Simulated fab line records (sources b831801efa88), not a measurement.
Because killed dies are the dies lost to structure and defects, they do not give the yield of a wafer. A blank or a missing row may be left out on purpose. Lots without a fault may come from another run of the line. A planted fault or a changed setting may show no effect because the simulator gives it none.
Which tool is to blame? | flow sky130 | 12 lots with 36 wafers sampled at 4 steps, on a route of 708 steps

WHAT THE GAUGES READ, wafer by wafer
SKY_NWELL_THK_MEAS_02.
lot  | measured    | on           | NWELL_OXIDATION_THK (nm)
L104 | day 2 12:10 | filmMetro-02 | 10.09 10.24 10.16
L105 | day 2 18:34 | filmMetro-01 | 9.60 9.65 9.65
L108 | day 3 13:56 | filmMetro-01 | 16.09 15.98 15.81
L109 | day 3 16:49 | filmMetro-01 | 15.54 15.77 15.75
L118 | day 6 03:12 | filmMetro-01 | 16.67 16.51 16.44
L119 | day 6 01:40 | filmMetro-02 | 10.30 10.24 10.14
L120 | day 6 01:38 | filmMetro-04 | 9.91 10.02 10.05
L121 | day 6 17:15 | filmMetro-04 | 10.46 10.29 10.44
L122 | day 6 17:15 | filmMetro-01 | 9.88 9.93 9.91
L124 | day 7 02:05 | filmMetro-02 | 9.86 9.66 9.62
L125 | day 7 06:22 | filmMetro-04 | 9.83 9.89 9.72
L126 | day 7 06:22 | filmMetro-01 | 9.76 9.93 9.96

SKY_DNWELL_TW_MEAS_09.
lot  | measured    | on           | DNWELL_TW
L104 | day 3 03:59 | filmMetro-01 | 1096 1093 1095
L105 | day 3 10:14 | filmMetro-04 | 1119 1106 1108
L108 | day 4 04:08 | filmMetro-04 | 1109 1101 1104
L109 | day 4 06:35 | filmMetro-02 | 1109 1106 1104
L118 | day 6 20:28 | filmMetro-01 | 1102 1102 1104
L119 | day 6 20:52 | filmMetro-02 | 1108 1110 1106
L120 | day 6 20:44 | filmMetro-04 | 1106 1108 1107
L121 | day 7 13:01 | filmMetro-04 | 1115 1108 1100
L122 | day 7 12:53 | filmMetro-01 | 1089 1088 1095
L124 | day 7 22:04 | filmMetro-01 | 1090 1092 1094
L125 | day 8 02:43 | filmMetro-04 | 1111 1105 1109
L126 | day 8 03:04 | filmMetro-01 | 1094 1098 1096

WHICH TOOL RAN EACH LOT (tool, then ch and the chambers of the sampled wafers, then the start)
lot  | SKY_NWELL_OXIDATION_01       | SKY_DNWELL_STRIP_08
L104 | furnace-02 ch 0, day 2 10:47 | plasmaAsher-01 ch 0,1, day 3 03:53
L105 | furnace-01 ch 0, day 2 17:11 | plasmaAsher-03 ch 0,1, day 3 10:08
L108 | furnace-01 ch 0, day 3 09:44 | plasmaAsher-03 ch 0,1, day 4 04:02
L109 | furnace-02 ch 0, day 3 12:46 | plasmaAsher-03 ch 0,1, day 4 06:29
L118 | furnace-01 ch 0, day 6 00:15 | plasmaAsher-03 ch 0,1, day 6 20:22
L119 | furnace-01 ch 0, day 6 00:15 | plasmaAsher-04 ch 0,1, day 6 20:46
L120 | furnace-01 ch 0, day 6 00:15 | plasmaAsher-01 ch 0,1, day 6 20:38
L121 | furnace-01 ch 0, day 6 15:50 | plasmaAsher-01 ch 0,1, day 7 12:55
L122 | furnace-01 ch 0, day 6 15:50 | plasmaAsher-04 ch 0,1, day 7 12:46
L124 | furnace-02 ch 0, day 7 00:42 | plasmaAsher-03 ch 0,1, day 7 21:58
L125 | furnace-02 ch 0, day 7 04:58 | plasmaAsher-03 ch 0,1, day 8 02:37
L126 | furnace-02 ch 0, day 7 04:58 | plasmaAsher-04 ch 0,1, day 8 02:58
- SKY_NWELL_OXIDATION_01: stabilise 600 s, purge 300 s, target thk 10 nm.
- SKY_DNWELL_STRIP_08: strips in O2/N2.

AS READ BY THE TOOLS THEMSELVES (means over the sampled wafers that have a number; for cases with no such wafer, the mark the record gives instead)
SKY_DNWELL_STRIP_08.
lot  | tool           | drypumpMotorCurrentA (A) | oesProductAu (a.u.) | stripTimeToEndpointS (s)
L104 | plasmaAsher-01 | 5.3                      | 0.717               | 36.93
L105 | plasmaAsher-03 | 6.0                      | 0.725               | 36.97
L108 | plasmaAsher-03 | 6.0                      | 0.723               | 37.09
L109 | plasmaAsher-03 | 6.3                      | 0.720               | 37.05
L118 | plasmaAsher-03 | 6.3                      | 0.725               | 36.94
L119 | plasmaAsher-04 | 5.8                      | 0.721               | 36.96
L120 | plasmaAsher-01 | 5.3                      | 0.725               | 36.88
L121 | plasmaAsher-01 | 5.3                      | 0.724               | 36.98
L122 | plasmaAsher-04 | 5.8                      | 0.723               | 36.85
L124 | plasmaAsher-03 | 6.0                      | 0.724               | 36.84
L125 | plasmaAsher-03 | 6.0                      | 0.726               | 37.01
L126 | plasmaAsher-04 | 5.8                      | 0.723               | 36.82

THE ANSWER, worked out from the rows above alone
Rule: usual is defined by the lots themselves. Put in order of their means at a reading, lots are off if they are a third of the lots or fewer, leave a main group of 4 or more, and stand apart from it by a gap of 3 or more times the standard deviation of the main group's means; of several such gaps the widest counts. The tables above print the reading to a certain number of digits; a main group whose means all agree to those digits is not used. A lot without any number at a reading at which 4 lots or more have one is off too. All remaining lots with rows at the step are treated as sound. Order of review: gauges by route order, followed by the tools' own readings, for which a lot's mean as printed above is used. The first step at which some lot is off is used, and at that step the reading that is off furthest; a lot without a number counts as furthest.
Off: L108, L109, L118, seen at SKY_NWELL_THK_MEAS_02 (NWELL_OXIDATION_THK). For the main group the mean is 9.97 nm and the standard deviation 0.24.
A tool fits if, at a process step before that reading, it ran every lot that is off, and no sound lot after the first of them. Those tools and the gauges at SKY_NWELL_THK_MEAS_02 are tried in the same way. None of those tried fits.

WHAT HAD BEEN PUT IN BY THE SIMULATOR
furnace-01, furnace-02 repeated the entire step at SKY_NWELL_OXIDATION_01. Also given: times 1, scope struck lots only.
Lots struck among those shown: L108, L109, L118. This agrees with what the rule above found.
